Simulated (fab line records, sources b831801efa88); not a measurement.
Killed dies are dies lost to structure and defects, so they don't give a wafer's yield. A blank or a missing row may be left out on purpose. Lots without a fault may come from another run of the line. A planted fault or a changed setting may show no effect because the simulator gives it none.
Which tool did it? | flow sky130 | 12 lots, 36 wafers sampled, at 4 steps of a route of 708

WHAT THE GAUGES READ, wafer by wafer
SKY_LI_CONTACT_THK_MEAS_01. Usual: LI_CONTACT_HDPCVD_THK 928 nm, standard deviation 9.7.
lot  | measured     | on            | LI_CONTACT_HDPCVD_THK (nm) | flag
L579 | day 28 11:19 | film_metro-01 | 921 926 929                |
L578 | day 28 14:22 | film_metro-02 | 907 915 923                |
L581 | day 28 20:10 | film_metro-02 | 937 922 945                |
L582 | day 29 02:38 | film_metro-03 | 938 928 932                |
L583 | day 29 15:49 | film_metro-02 | 918 912 920                |
L592 | day 33 02:44 | film_metro-03 | 917 931 931                |
L593 | day 33 04:26 | film_metro-03 | 931 927 931                |
L594 | day 33 15:58 | film_metro-01 | 937 944 944                |
L595 | day 33 21:12 | film_metro-03 | 933 941 946                |
L597 | day 34 12:23 | film_metro-02 | 915 927 929                |
L600 | day 35 09:49 | film_metro-03 | 932 938 929                |
L601 | day 35 12:55 | film_metro-03 | 926 923 937                |

SKY_LI_CONTACT_CD_MEAS_12: target cd 170 nm. Usual: cd_nm 170.1 nm, standard deviation 1.3.
lot  | measured     | on        | cd_nm (nm)        | flag
L579 | day 29 16:42 | cd_sem-01 | 169.3 169.9 169.6 |
L578 | day 29 19:22 | cd_sem-01 | 171.1 171.3 172.5 |
L581 | day 30 01:47 | cd_sem-02 | 169.4 169.5 169.7 |
L582 | day 30 07:20 | cd_sem-01 | 169.0 168.7 168.3 |
L583 | day 30 20:44 | cd_sem-01 | 171.9 169.7 171.1 |
L592 | day 34 06:05 | cd_sem-02 | 142.5 155.1 155.8 | OFF
L593 | day 34 07:38 | cd_sem-01 | 171.5 169.3 171.5 |
L594 | day 34 19:04 | cd_sem-01 | 168.4 168.7 168.9 |
L595 | day 34 23:37 | cd_sem-01 | 171.8 170.8 170.8 |
L597 | day 35 15:04 | cd_sem-01 | 169.2 169.4 167.2 |
L600 | day 36 10:59 | cd_sem-01 | 169.6 169.7 168.7 |
L601 | day 36 15:25 | cd_sem-02 | 169.6 171.7 172.2 |

WHICH TOOL RAN EACH LOT (tool, then ch and the chambers of the sampled wafers, then the start)
lot  | SKY_SD_N_RTA_14                  | SKY_LI_CONTACT_EXPOSE_09
L579 | rtp_anneal-01 ch 0, day 28 10:39 | krf_scanner-02 ch 0, day 29 02:30
L578 | rtp_anneal-02 ch 0, day 28 13:43 | krf_scanner-02 ch 0, day 29 05:08
L581 | rtp_anneal-02 ch 0, day 28 19:30 | krf_scanner-01 ch 0, day 29 12:17
L582 | rtp_anneal-01 ch 0, day 29 01:58 | krf_scanner-01 ch 0, day 29 18:08
L583 | rtp_anneal-02 ch 0, day 29 15:10 | krf_scanner-02 ch 0, day 30 05:49
L592 | rtp_anneal-01 ch 0, day 33 02:04 | krf_scanner-01 ch 0, day 33 16:28
L593 | rtp_anneal-02 ch 0, day 33 03:47 | krf_scanner-02 ch 0, day 33 18:50
L594 | rtp_anneal-01 ch 0, day 33 15:19 | krf_scanner-02 ch 0, day 34 06:28
L595 | rtp_anneal-02 ch 0, day 33 20:33 | krf_scanner-02 ch 0, day 34 11:25
L597 | rtp_anneal-02 ch 0, day 34 11:43 | krf_scanner-02 ch 0, day 35 01:37
L600 | rtp_anneal-01 ch 0, day 35 09:10 | krf_scanner-01 ch 0, day 35 22:47
L601 | rtp_anneal-02 ch 0, day 35 12:16 | krf_scanner-01 ch 0, day 36 01:56
- SKY_SD_N_RTA_14: time 2 s.
- SKY_LI_CONTACT_EXPOSE_09: exposes mask LICM1, target cd 170 nm.

WHAT THE TOOLS THEMSELVES READ (means of the sampled wafers that have a number; where no wafer has one, the mark that the record gives instead)
SKY_SD_N_RTA_14. Usual: anneal_temp_c_max 1082.2, standard deviation 2.9; lamp_power_pct 15.73 %, standard deviation 0.05; wafer_temp_C_max 1078.0, standard deviation 1.3.
lot  | tool          | anneal_temp_c_max | lamp_power_pct (%) | wafer_temp_C_max | flag
L579 | rtp_anneal-01 | 1085.1            | 15.70              | 1078.5           |
L578 | rtp_anneal-02 | 1079.4            | 15.74              | 1077.5           |
L581 | rtp_anneal-02 | 1079.0            | 15.75              | 1077.4           |
L582 | rtp_anneal-01 | 1085.5            | 15.70              | 1078.2           |
L583 | rtp_anneal-02 | 1079.2            | 15.72              | 1077.1           |
L592 | rtp_anneal-01 | 1083.8            | 15.72              | 1078.3           |
L593 | rtp_anneal-02 | 1079.7            | 15.74              | 1078.5           |
L594 | rtp_anneal-01 | 1085.7            | 15.71              | 1077.5           |
L595 | rtp_anneal-02 | 1079.6            | 15.75              | 1077.9           |
L597 | rtp_anneal-02 | 1079.1            | 15.75              | 1077.2           |
L600 | rtp_anneal-01 | 1083.6            | 15.74              | 1077.7           |
L601 | rtp_anneal-02 | 1079.5            | 15.74              | 1077.5           |

SKY_LI_CONTACT_EXPOSE_09. Usual: exposure_dose_mJ_cm2 37.96, standard deviation 0.036.
lot  | tool           | exposure_dose_mJ_cm2 | flag
L579 | krf_scanner-02 | 38.01                |
L578 | krf_scanner-02 | 38.00                |
L581 | krf_scanner-01 | 37.99                |
L582 | krf_scanner-01 | 37.98                |
L583 | krf_scanner-02 | 37.95                |
L592 | krf_scanner-01 | 38.78                | OFF
L593 | krf_scanner-02 | 37.94                |
L594 | krf_scanner-02 | 37.99                |
L595 | krf_scanner-02 | 37.96                |
L597 | krf_scanner-02 | 37.94                |
L600 | krf_scanner-01 | 37.90                |
L601 | krf_scanner-01 | 37.95                |

THE ANSWER, worked out from the rows above alone
Rule: a lot is off if the mean of its wafers that have a number lies more than 3 standard deviations from the usual mean. A lot without any number at a reading at which 4 lots or more have one is off too. The other lots that the step has rows for count as sound. The gauges are gone through in route order, then the tools' own readings, and for those a lot's mean is taken as printed above. The first step at which some lot is off is used, and at that step the reading that is off furthest; a lot without a number counts as furthest.
Off: L592, at SKY_LI_CONTACT_CD_MEAS_12 (cd_nm).
A tool fits if, at a process step before that reading, it ran every lot that is off, and no sound lot after the first of them. The gauges at SKY_LI_CONTACT_CD_MEAS_12 aren't tried: what is off there is off at SKY_LI_CONTACT_EXPOSE_09 too, on other tools, and a gauge's error can't cause that. None of those tried fits.

WHAT THE SIMULATOR HAD PUT IN
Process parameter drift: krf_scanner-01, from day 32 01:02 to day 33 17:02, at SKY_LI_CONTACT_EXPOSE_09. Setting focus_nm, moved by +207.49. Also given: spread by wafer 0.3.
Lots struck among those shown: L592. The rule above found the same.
